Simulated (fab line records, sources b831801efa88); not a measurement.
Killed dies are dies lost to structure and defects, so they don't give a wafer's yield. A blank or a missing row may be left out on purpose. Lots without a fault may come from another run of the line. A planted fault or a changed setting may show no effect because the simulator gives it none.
fab line records | flow sky130
record lots=6 wafers=18 last_day=50
route steps=708 shown VIA2@509 PAD_OPEN@708
lots that met no fault: from a run of the same line without faults
start_h: hours from the record's first day to the start of the lot's first wafer shown | wait_h: hours since the lot's step before | " the same as in the row above | L1.1+2: a row that stands for several wafers | - no value, or no start given | * or withheld: withheld | < > ~ a bound
route shown NAME@n: a module of which the file shows steps, and the number in the route of the first | usual: mean/standard deviation of fault-free wafers | same: alike in all rows | chamber/n: place in a boat | sites: the reading at each site | _std_site: their standard deviation | _edge_site: outer sites' mean less inner sites' | radius_mm: how far each site lies from the wafer's centre | mask NAME#n: copy n | behind: the tool/chamber that last shaped the wafer | hold: why the lot was held/for how many hours/how that ended | device: the transistor (n, p or np) that didn't switch | end of line: the same wafers' tests at the end of the route | a step without rows: its recipe alone | killed: dies lost to structure and defects at the first sort, not the wafer's yield | map: a wafer's dies, x killed, . not, _ none there
set.NAME: the setting as run; set.NAME@STEP: as run at that earlier step | model.NAME: the simulator's own value behind a step, which no gauge read
lots at some steps of the route; a table a step, a row a wafer
services: from which hour (start_h, from the record's first day; less than 0 if before it) a tool's chamber was out of use, for how many hours, and why
## steps
# step SKY_VIA2_CMP_02
# recipe material=SiO2 down_force_psi=4 platen_rpm=60 pad_velocity_m_s=0.94248
# usual edge_zone_pressure_frac=1.001/0.0051 motor_current_A=12.0/1.2 platen_rpm=60.00/0.048 slurry_filter_dp_kPa=13.50/0.15
# columns lot.wafer tool chamber start_h wait_h edge_zone_pressure_frac motor_current_A platen_rpm slurry_filter_dp_kPa
L314.3 cmp-02 3 822.55 0.1 1.007 12.0 60.02 13.56
L314.2 " 0 " " 0.999 10.6 59.97 13.55
L314.1 " 1 " " 1.002 12.4 59.99 13.48
L321.1 cmp-02 1 876.81 0.1 0.993 11.6 59.99 13.31
L321.2 " 2 " " 0.996 13.7 60.02 13.50
L321.5 " 1 " " 1.000 11.7 60.04 13.54
L323.2 cmp-02 3 901.13 0.3 0.996 12.8 59.99 13.38
L323.3 " 1 " " 1.003 12.1 59.99 13.35
L323.5 " 3 " " 0.999 12.5 60.01 13.38
L334.4 cmp-02 1 971.25 0.0 1.001 11.3 59.99 13.57
L334.3 " 3 " " 0.996 12.5 60.05 13.59
L334.6 " 2 " " 1.004 13.6 59.98 13.43
L336.1 cmp-02 1 996.61 0.1 1.010 11.9 60.02 13.45
L336.4 " 2 " " 1.001 13.5 60.07 13.30
L336.5 " 0 " " 1.000 10.5 60.04 13.64
L337.3 cmp-02 3 1005.07 0.1 0.995 13.3 60.03 13.74
L337.5 " 2 " " 1.000 13.4 59.98 13.43
L337.6 " 3 " " 0.997 12.8 59.98 13.42
# step SKY_VIA2_BOW_MEAS_03
# recipe mode=bow
# usual VIA2_BOW=86/7
# columns lot.wafer tool chamber start_h wait_h VIA2_BOW[um]
L314.1 film_metro-03 - 822.80 0.1 92
L314.2 " - " " 80
L314.3 " - " " 70
L321.1 film_metro-03 - 877.11 0.2 85
L321.2 " - " " 83
L321.5 " - " " 78
L323.2 film_metro-01 - 901.40 0.2 75
L323.3 " - " " 74
L323.5 " - " " 75
L334.3 film_metro-03 - 971.59 0.2 82
L334.4 " - " " 83
L334.6 " - " " 82
L336.1 film_metro-04 - 996.81 0.1 83
L336.4 " - " " 91
L336.5 " - " " 83
L337.3 film_metro-04 - 1005.36 0.2 82
L337.5 " - " " 93
L337.6 " - " " 93
# step SKY_VIA2_DEHYDRATE_04
# recipe temp_c=200 time_s=60
# step SKY_VIA2_HMDS_05
# recipe prime_time_s=60 prime_temp_c=120
# step SKY_VIA2_COAT_06
# recipe resist=BARC temp_c=withheld time_s=withheld spin_rpm=3000 resist_thk_nm=60
# step SKY_VIA2_COAT_07
# recipe resist=KrF-thick spin_rpm=3000 resist_thk_nm=450
# step SKY_VIA2_SOFTBAKE_08
# recipe temp_c=100 time_s=90 resist=KrF-thick
# step SKY_VIA2_EXPOSE_09
# recipe mask_id=VIM2 na=0.8 source_shape=annular sigma_inner=0.55 sigma_outer=0.85 target_cd_nm=200 dose_mj=38
# step SKY_VIA2_PEB_10
# recipe peb_temp_c=withheld peb_time_s=withheld resist=KrF-thick
# step SKY_VIA2_DEVELOP_11
# recipe develop_time_s=60 resist=KrF-thick dev_temp_c=21
# step SKY_VIA2_CD_MEAS_12
# recipe target_cd_nm=200
# usual cd_nm=200.0/1.5
# columns lot.wafer tool chamber start_h wait_h cd_nm
L314.1 cd_sem-02 - 849.60 - 200.3
L314.2 " - " " 200.0
L314.3 " - " " 199.1
L321.1 cd_sem-01 - 903.03 - 200.4
L321.2 " - " " 201.4
L321.5 " - " " 200.0
L323.2 cd_sem-01 - 926.85 - 196.1
L323.3 " - " " 197.0
L323.5 " - " " 195.9
L334.3 cd_sem-01 - 996.62 - 202.9
L334.4 " - " " 201.9
L334.6 " - " " 201.5
L336.1 cd_sem-01 - 1020.38 - 200.3
L336.4 " - " " 203.0
L336.5 " - " " 202.7
L337.3 cd_sem-02 - 1028.60 - 198.6
L337.5 " - " " 199.2
L337.6 " - " " 198.9
# step SKY_VIA2_OVL_MEAS_13
# usual VIA2_OVL=-2/5.3
# columns lot.wafer tool chamber start_h wait_h VIA2_OVL[nm]
L314.1 overlay-02 - 849.72 0.1 -2
L314.2 " - " " 5
L314.3 " - " " -2
L321.1 overlay-01 - 903.15 0.1 -4
L321.2 " - " " -1
L321.5 " - " " -3
L323.2 overlay-01 - 926.96 0.1 -1
L323.3 " - " " 0
L323.5 " - " " 0
L334.3 overlay-02 - 996.71 0.1 3
L334.4 " - " " 4
L334.6 " - " " 3
L336.1 overlay-02 - 1020.50 0.1 5
L336.4 " - " " 1
L336.5 " - " " 3
L337.3 overlay-01 - 1028.69 0.1 2
L337.5 " - " " -3
L337.6 " - " " -2
# step SKY_VIA2_ETCH_14
# recipe chemistry=N2/H2 target=BARC ion_energy_ev=200 source_w=500 bias_w=100 pressure_mtorr=30 n2_flow_sccm=100 h2_flow_sccm=200 stop_on=SiO2 time_s=45.9 target_depth_a=600
# usual bias_w=100.02/0.26 drypump_motor_current_A=5.5/0.4 oes_product_au=0.855/0.0046 run_length_s=74.42/0.26 throttle_valve_pct=13.225/0.0091
# columns lot.wafer tool chamber start_h wait_h bias_w drypump_motor_current_A oes_product_au rf_hours_counter_h run_length_s throttle_valve_pct
L314.1 rie_diel-01 1 849.76 0.0 100.02 5.1 0.856 2 74.20 13.216
L314.2 " 0 " " 100.10 5.8 0.861 7 74.67 13.220
L314.3 " 2 " " 100.06 5.8 0.862 21 74.83 13.215
L321.1 rie_diel-01 2 903.19 0.0 100.08 5.8 0.855 23 74.40 13.219
L321.2 " 1 " " 100.00 5.1 0.827 3 77.62 13.210
L321.5 " 2 " " 99.73 5.8 0.853 - 74.24 13.210
L323.2 rie_diel-01 1 926.99 0.0 100.13 5.1 0.828 4 77.24 13.226
L323.3 " 2 " " 100.12 5.8 0.853 24 74.20 13.213
L323.5 " 0 " " 99.72 5.9 0.852 - 74.42 13.235
L334.3 rie_diel-02 3 996.74 0.0 100.27 5.6 0.851 14 74.36 13.220
L334.4 " 1 " " 99.80 6.0 0.854 10 74.04 13.223
L334.6 " 3 " " 99.71 5.6 0.862 - 74.02 13.231
L336.1 rie_diel-03 0 1020.54 0.0 99.88 4.8 0.855 9 74.45 13.230
L336.4 " 1 " " 99.91 5.9 0.854 5 74.97 13.223
L336.5 " 1 " " 100.02 5.9 0.857 - 74.29 13.235
L337.3 rie_diel-03 3 1028.71 0.0 99.79 5.3 0.855 19 74.28 13.209
L337.5 " 2 " " 99.88 5.1 0.855 - 74.55 13.240
L337.6 " 1 " " 99.81 5.9 0.858 - 74.90 13.233
# step SKY_VIA2_ETCH_15
# recipe target=SiO2 chemistry=C4F8/O2/Ar target_depth_nm=546 stop_on=TiN mask_material=KrF-thick source_w=1500 bias_w=1200 pressure_mtorr=40 c4f8_flow_sccm=withheld O2_flow_sccm=6 Ar_flow_sccm=300 time_s=84
# usual bias_w=1201/3.5 oes_product_au=0.940/0.0051 run_length_s=112.51/0.26
# columns lot.wafer tool chamber start_h wait_h bias_w oes_product_au rf_hours_counter_h run_length_s
L314.1 rie_diel-01 1 849.80 0.0 1197 0.939 2 112.39
L314.2 " 0 " " 1205 0.934 7 112.69
L314.3 " 2 " " 1194 0.937 21 112.38
L321.1 rie_diel-01 2 903.23 0.0 1199 0.933 24 112.44
L321.2 " 1 " " 1204 0.930 3 112.82
L321.5 " 2 " " 1209 0.940 - 112.38
L323.2 rie_diel-01 1 927.03 0.0 1201 0.933 4 112.40
L323.3 " 2 " " 1201 0.940 24 112.53
L323.5 " 0 " " 1202 0.944 - 112.56
L334.3 rie_diel-02 3 996.78 0.0 1206 0.943 14 112.60
L334.4 " 1 " " 1198 0.942 10 112.14
L334.6 " 3 " " 1204 0.950 - 112.05
L336.1 rie_diel-03 0 1020.58 0.0 1199 0.941 9 112.43
L336.4 " 1 " " 1197 0.943 5 112.54
L336.5 " 1 " " 1203 0.929 - 112.31
L337.3 rie_diel-03 3 1028.75 0.0 1199 0.939 19 112.31
L337.5 " 2 " " 1194 0.939 - 112.66
L337.6 " 1 " " 1198 0.944 - 112.72
# step SKY_PAD_OPEN_PROBE_99
# usual defect_limited_yield=82.8/2 killed_at_M0_to_M3=43/6.4 killed_at_M4_up=3.1/2 killed_at_contacts=24/5.2 killed_at_front_end=15/4.3 killed_at_other=0.2/0.48 killed_dies=85/9.7 killed_open=47/6.9 killed_short=38/6.7 sort_bin_3_pad_short=0.9/0.48 sort_bin_5_function=10.3/1.6 sort_bin_6_memory=6.1/0.97 sort_n_pass=407/9.7 sort_yield_pct=82.8/2
# same gross_dies=492 killed_at_back_side=0 sort_bin_4_leakage[%]=0 sort_bin_8_speed[%]=0
# columns lot.wafer tool chamber start_h wait_h defect_limited_yield[%] killed_at_M0_to_M3 killed_at_M4_up killed_at_contacts killed_at_front_end killed_at_other killed_dies killed_open killed_short sort_bin_3_pad_short[%] sort_bin_5_function[%] sort_bin_6_memory[%] sort_n_pass sort_yield_pct[%]
L314.1 prober-01 - 1081.06 0.1 81.9 49 3 25 12 0 89 52 37 0.6 11.0 6.5 403 81.9
L314.2 prober-01 - 1081.11 0.1 83.9 33 2 31 13 0 79 47 32 0.6 9.8 5.7 413 83.9
L314.3 prober-01 - 1081.16 0.2 80.3 49 6 27 15 0 97 52 45 1.2 12.0 6.5 395 80.3
L321.1 prober-01 - 1123.71 0.1 85.6 41 3 15 12 0 71 39 32 0.8 8.5 5.1 421 85.6
L321.2 prober-01 - 1123.76 0.1 84.8 45 3 20 7 0 75 40 35 0.6 9.6 5.1 417 84.8
L321.5 prober-01 - 1123.91 0.2 83.9 43 4 19 13 0 79 41 38 1.0 9.1 5.9 413 83.9
L323.2 prober-02 - 1143.17 0.1 84.1 46 4 12 16 0 78 43 35 0.4 11.4 4.1 414 84.1
L323.3 prober-02 - 1143.22 0.2 84.3 38 2 17 20 0 77 41 36 1.4 8.1 6.1 415 84.3
L323.5 prober-02 - 1143.32 0.2 80.9 42 9 28 15 0 94 53 41 1.2 12.8 5.1 398 80.9
L334.3 prober-02 - 1192.15 0.2 83.3 44 0 24 13 1 82 45 37 0.8 10.2 5.7 410 83.3
L334.4 prober-02 - 1192.20 0.2 85.8 37 6 15 12 0 70 39 31 0.2 8.5 5.5 422 85.8
L334.6 prober-02 - 1192.30 0.2 83.9 45 0 24 9 1 79 48 31 0.6 10.8 4.7 413 83.9
L336.1 prober-02 - 1207.36 0.1 79.3 45 3 33 21 0 102 60 42 0.6 14.2 5.9 390 79.3
L336.4 prober-02 - 1207.51 0.2 81.9 39 2 35 13 0 89 51 38 0.6 10.4 7.1 403 81.9
L336.5 prober-02 - 1207.56 0.2 82.1 48 3 24 12 1 88 49 39 0.6 11.0 6.3 404 82.1
L337.3 prober-02 - 1211.66 0.2 84.1 35 2 26 15 0 78 46 32 0.6 8.5 6.7 414 84.1
L337.5 prober-02 - 1211.76 0.2 83.1 39 3 27 14 0 83 47 36 0.6 11.0 5.3 409 83.1
L337.6 prober-02 - 1211.81 0.2 85.2 37 1 18 17 0 73 45 28 0.6 8.5 5.7 419 85.2
# killed by level:class
L314.1 VIA1:geometric_particle:open=14 LI_CONTACT:geometric_particle:open=9 VIA2:geometric_particle:open=8 CONTACT:geometric_particle:open=8 METAL1:geometric_particle:short=6 VIA1:geometric_particle:short=5 POLY_GATE:geometric_particle:short=4 LOCAL_INTERCONNECT:geometric_particle:short=4
L314.2 LI_CONTACT:geometric_particle:open=11 CONTACT:geometric_particle:open=8 METAL1:geometric_particle:short=7 CONTACT:geometric_particle:short=6 VIA2:geometric_particle:open=6 VIA3:geometric_particle:open=6 FIELD_ISO:geometric_particle:open=5 POLY_GATE:geometric_particle:open=5
L314.3 VIA1:geometric_particle:open=11 CONTACT:geometric_particle:open=9 VIA3:geometric_particle:open=8 LI_CONTACT:geometric_particle:open=7 METAL1:geometric_particle:short=7 METAL4:geometric_particle:short=6 METAL2:geometric_particle:short=6 VIA1:geometric_particle:short=5
L321.1 VIA1:geometric_particle:open=10 CONTACT:geometric_particle:open=9 VIA2:geometric_particle:open=8 POLY_GATE:geometric_particle:short=6 METAL1:geometric_particle:short=6 LI_CONTACT:geometric_particle:open=4 METAL2:geometric_particle:short=4 FIELD_ISO:geometric_particle:open=3
L321.2 VIA1:geometric_particle:open=10 CONTACT:geometric_particle:open=7 METAL1:geometric_particle:short=7 LI_CONTACT:geometric_particle:open=6 VIA3:geometric_particle:open=6 CONTACT:geometric_particle:short=5 VIA3:geometric_particle:short=5 VIA1:geometric_particle:short=4
L321.5 VIA1:geometric_particle:open=9 METAL2:geometric_particle:short=8 CONTACT:geometric_particle:open=6 VIA3:geometric_particle:open=6 VIA1:geometric_particle:short=5 VIA3:geometric_particle:short=5 LI_CONTACT:geometric_particle:open=4 LOCAL_INTERCONNECT:geometric_particle:short=4
L323.2 VIA2:geometric_particle:open=11 VIA1:geometric_particle:open=10 VIA3:geometric_particle:open=9 FIELD_ISO:geometric_particle:open=5 POLY_GATE:geometric_particle:short=5 LOCAL_INTERCONNECT:geometric_particle:short=4 VIA1:geometric_particle:short=4 METAL4:geometric_particle:short=4
L323.3 VIA3:geometric_particle:open=8 FIELD_ISO:geometric_particle:open=7 VIA1:geometric_particle:open=7 METAL2:geometric_particle:short=6 LOCAL_INTERCONNECT:geometric_particle:short=5 CONTACT:geometric_particle:open=5 METAL1:geometric_particle:short=5 VIA2:geometric_particle:open=5
L323.5 VIA1:geometric_particle:open=11 CONTACT:geometric_particle:open=9 CONTACT:geometric_particle:short=6 LI_CONTACT:geometric_particle:open=6 VIA3:geometric_particle:open=6 VIA2:geometric_particle:open=5 METAL4:geometric_particle:short=5 FIELD_ISO:geometric_particle:open=4
L334.3 VIA1:geometric_particle:open=11 CONTACT:geometric_particle:open=10 CONTACT:geometric_particle:short=8 VIA2:geometric_particle:open=8 VIA1:geometric_particle:short=6 METAL2:geometric_particle:short=6 VIA3:geometric_particle:open=6 POLY_GATE:geometric_particle:short=3
L334.4 VIA1:geometric_particle:open=12 LI_CONTACT:geometric_particle:open=6 METAL2:geometric_particle:short=5 VIA3:geometric_particle:open=5 LOCAL_INTERCONNECT:geometric_particle:short=4 METAL1:geometric_particle:short=4 METAL4:geometric_particle:short=4 FIELD_ISO:geometric_particle:open=3
L334.6 VIA3:geometric_particle:open=14 VIA1:geometric_particle:open=12 CONTACT:geometric_particle:open=10 LI_CONTACT:geometric_particle:open=5 CONTACT:geometric_particle:short=4 VIA1:geometric_particle:short=4 METAL2:geometric_particle:short=4 FIELD_ISO:geometric_particle:short=3
L336.1 LI_CONTACT:geometric_particle:open=13 CONTACT:geometric_particle:open=12 VIA1:geometric_particle:open=11 POLY_GATE:geometric_particle:open=8 VIA1:geometric_particle:short=7 FIELD_ISO:geometric_particle:short=6 VIA2:geometric_particle:open=6 VIA3:geometric_particle:open=6
L336.4 CONTACT:geometric_particle:open=11 LI_CONTACT:geometric_particle:open=9 CONTACT:geometric_particle:short=9 VIA1:geometric_particle:open=9 VIA2:geometric_particle:open=7 METAL2:geometric_particle:short=5 VIA3:geometric_particle:open=5 FIELD_ISO:geometric_particle:open=4
L336.5 VIA3:geometric_particle:open=10 VIA2:geometric_particle:open=9 LI_CONTACT:geometric_particle:open=7 CONTACT:geometric_particle:open=7 VIA1:geometric_particle:open=6 METAL1:geometric_particle:short=5 VIA1:geometric_particle:short=5 FIELD_ISO:geometric_particle:open=4
L337.3 LI_CONTACT:geometric_particle:open=9 VIA1:geometric_particle:open=8 CONTACT:geometric_particle:open=7 FIELD_ISO:geometric_particle:open=6 FIELD_ISO:geometric_particle:short=5 CONTACT:geometric_particle:short=5 METAL1:geometric_particle:open=4 VIA2:geometric_particle:open=4
L337.5 VIA2:geometric_particle:open=13 VIA1:geometric_particle:open=10 LI_CONTACT:geometric_particle:open=7 CONTACT:geometric_particle:open=6 LOCAL_INTERCONNECT:geometric_particle:short=5 CONTACT:geometric_particle:short=5 VIA1:geometric_particle:short=5 LI_CONTACT:geometric_particle:short=4
L337.6 VIA1:geometric_particle:open=12 CONTACT:geometric_particle:open=10 VIA3:geometric_particle:open=6 FIELD_ISO:geometric_particle:open=5 VIA2:geometric_particle:open=5 FIELD_ISO:geometric_particle:short=4 LOCAL_INTERCONNECT:geometric_particle:short=4 METAL3:geometric_particle:short=3
## services
# columns tool chamber start_h hours kind
rie_diel-03 1 807.43 - clean
rie_diel-03 1 807.43 18.2 scheduled_down
rie_diel-03 1 807.43 18.2 vent_cycle
cmp-02 - 831.39 3.8 repair
cmp-02 - 837.04 22.1 repair
rie_diel-01 3 844.14 13.8 repair
rie_diel-03 2 852.92 - clean
rie_diel-03 2 852.92 23.6 scheduled_down
rie_diel-03 2 852.92 23.6 vent_cycle
rie_diel-01 1 877.12 2.7 repair
rie_diel-02 0 877.67 8.5 repair
cmp-02 - 912.41 4.0 pm
cmp-02 - 916.41 - consumable_replace:conditioner
cmp-02 - 916.41 - consumable_replace:pad
rie_diel-01 3 961.16 3.8 repair
rie_diel-02 3 971.84 2.5 repair
rie_diel-02 - 995.02 1.0 repair
rie_diel-03 2 1004.32 1.4 repair
cmp-02 - 1006.37 0.3 repair
cmp-02 - 1010.78 0.5 repair
rie_diel-03 0 1011.33 5.5 repair
rie_diel-01 - 1014.01 15.6 pm
rie_diel-03 - 1018.14 0.6 repair
## key
first_sign step=SKY_VIA2_ETCH_14 reading=run_length_s direction=up sigmas=12 usual=* struck=*
effect step=SKY_VIA2_ETCH_14 reading=oes_product_au direction=down sigmas=5.8 usual=0.855 struck=0.828
met_at SKY_VIA2_ETCH_14
struck_wafers L321.2,L323.2
onset_between 849.76 903.19
fault kind=process_parameter_drift tool=rie_diel-01 chamber=1 onset_h=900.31 steps=SKY_VIA2_ETCH_14 channel=time_s offset=* shape=step end_h=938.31 acts_in=* stated=*
